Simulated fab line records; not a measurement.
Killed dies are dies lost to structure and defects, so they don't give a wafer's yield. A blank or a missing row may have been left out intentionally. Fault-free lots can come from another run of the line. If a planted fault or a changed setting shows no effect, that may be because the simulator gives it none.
Comparing a struck lot with a sound one | flow gf180mcu | 16 out of 602 route steps
Sound: these wafers, L222.2, L222.3, L222.5. Struck: wafer L240.3 (L240.2, L240.4, from the same lot, were not struck and are left out); the cause is given at the end.
Per side, at each step with rows, come the tool, then ch with its chambers, and then its first start. Under that, the readings that differ: sound wafers | struck wafers | difference of the means | sigmas: that difference in standard deviations of wafers without a fault.
alike: same words and numbers on both sides, and readings whose means sit less than 2 such deviations apart. not compared: any withheld reading, any reading some wafer has no value for, any bound like >300 that may hide the same value, and any number with overlapping values for which the record gives no deviation.
The two part at a step that has a row with sigmas, a row that says differs or no value, or rows on one side only. When numbers do not overlap yet have no deviation, they are printed without sigmas and do not part them. A reading that every wafer of one side lacks parts them only if that side has two wafers or more.

first, 3 steps without rows for these wafers: GF_V1_EXPOSE_11 (exposes mask Via1, target cd 260 nm); GF_V1_PEB_12 (peb time 90 s); GF_V1_DEVELOP_13 (develop time 60 s).
GF_V1_CD_MEAS_14: target cd 260 nm.
  sound on cd sem-01, day 18 01:11; struck on cd sem-01, day 24 13:59
  alike: cd nm
GF_V1_OVL_MEAS_15:
  sound on overlay-01, day 18 01:17; struck on overlay-02, day 24 14:05
  alike: V1_OVL
GF_V1_ETCH_16: etches BARC in N2/H2.
  sound on rie diel-02 ch 0,1,2, day 18 01:19; struck on rie diel-03 ch 0, day 24 14:07
  alike: drypump motor current A, oes product au, throttle valve pct
GF_V1_ETCH_17: etches SiO2 in C4F8/O2/Ar, stops on TiN, target depth 630 nm.
  sound on rie diel-02 ch 0,1,2; struck on rie diel-03 ch 0
  alike: oes product au
GF_V1_STRIP_18: strips in O2/N2.
  sound on plasma asher-02 ch 0,1, day 18 01:27; struck on plasma asher-03 ch 1, day 24 14:14
  alike: drypump motor current A, heater power w, o2 flow sccm, oes product au
  not compared: rf hours counter h
then, 2 steps without rows for these wafers: GF_V1_STRIP_19 (strips in post etch residue remover, time 1200 s); GF_V1_CLEAN_20 (cleans in DIW).
GF_V1_SPUTTER_21: material Ti, target thk 15 nm, time 80.02 s.
  sound on pvd sputter-01, day 18 02:23; struck on pvd sputter-04, day 24 14:46
  alike: cathode dc power W, throttle valve pct
GF_V1_SPUTTER_22: material TiN, target thk 10 nm, time 40 s.
  sound on pvd sputter-01, day 18 02:27; struck on pvd sputter-04, day 24 14:50
  reading                | sound                | struck | difference | sigmas
  cathode dc power W (W) | 3999.4 3999.9 4000.1 | 3998.2 | -1.6       | -2
  alike: throttle valve pct
GF_V1_CVD_23: deposits W, target thk 350 nm, time 105.05 s.
  sound on cvd w-02 ch 0,1, day 18 02:29; struck on cvd w-02 ch 0, day 24 14:52
  reading                          | sound             | struck | difference | sigmas
  model.W_of_V1_CVD_23.thk nm (nm) | 353.7 369.5 369.3 | 326.9  | -37.3      |
  alike: heater power w
GF_V1_RS_MEAS_24: the measuring method here is four-point-probe.
  sound on film metro-01, day 18 02:38; struck on film metro-03, day 24 15:01
  reading          | sound             | struck | difference | sigmas
  V1_W_RS (ohm/sq) | 0.324 0.310 0.309 | 0.352  | +0.038     | +4
GF_V1_THK_MEAS_25: measures by xrf.
  sound on film metro-01, day 18 02:44; struck on film metro-03, day 24 15:07
  reading       | sound       | struck | difference | sigmas
  V1_W_THK (nm) | 357 374 371 | 335    | -32        | -3
then, 1 step without rows for these wafers: GF_V1_CMP_26 (polishes, stops on SiO2, t overpolish 15 s, target thk 0 nm).

## WHERE THEY PART
First at GF_V1_SPUTTER_22; last, within this record, at GF_V1_THK_MEAS_25.

WHY: what the simulator had put in
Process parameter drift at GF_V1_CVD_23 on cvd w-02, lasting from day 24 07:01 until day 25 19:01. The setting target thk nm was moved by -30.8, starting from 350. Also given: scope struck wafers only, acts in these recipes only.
